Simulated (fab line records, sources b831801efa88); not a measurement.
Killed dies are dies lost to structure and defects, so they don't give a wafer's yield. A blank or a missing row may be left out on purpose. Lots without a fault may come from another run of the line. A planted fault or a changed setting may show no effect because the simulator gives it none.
Chamber matching | flow gf180mcu | GF_V4_CMP_04 on cmp-02: 4 sister chambers
The step polishes SiO2. 4 wafers are shown with their chamber, then 12 later ones without.

WAFERS WITH THEIR CHAMBER
wafer  | chamber | motor_current_A (A)
L083.6 | 0       | 12.9
L088.2 | 2       | 10.5
L088.4 | 1       | 12.0
L088.5 | 3       | 14.0

WAFERS WITHOUT THEIR CHAMBER
wafer  | motor_current_A (A)
L091.2 | 13.9
L091.4 | 12.8
L091.5 | 13.2
L094.1 | 13.8
L094.2 | 13.2
L094.3 | 12.2
L095.1 | 11.8
L095.4 | 13.1
L095.6 | 13.1
L096.1 | 12.8
L096.2 | 13.9
L096.3 | 13.5

WHICH CHAMBER EACH WENT THROUGH
wafer  | from the rows above     | in truth
L091.2 | 3                       | 3
L091.4 | 0                       | 0
L091.5 | 0                       | 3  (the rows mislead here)
L094.1 | 3                       | 3
L094.2 | 0                       | 0
L094.3 | 1                       | 1
L095.1 | 1                       | 1
L095.4 | 0                       | 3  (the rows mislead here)
L095.6 | 0                       | 0
L096.1 | 0                       | 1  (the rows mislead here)
L096.2 | 3                       | 3
L096.3 | can't be placed: 3 or 0 | 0
Placed correctly: 8 of 12. Can't be placed from these rows: 1 (the true chamber is among the candidates in 1). Placed wrongly: 3.
How it was worked out, from the rows above alone: a wafer's distance from a chamber is the root of the sum, over the readings, of the square of ((its reading less the chamber's mean) divided by the reading's scatter). The wafer belongs to the nearest chamber; if the next one is less than 2 further off, it can't be placed. A chamber's mean is the mean of its shown wafers. The scatter: with one shown wafer a chamber, the root of the mean of the squares of how far each hidden wafer lies from its nearest shown one.
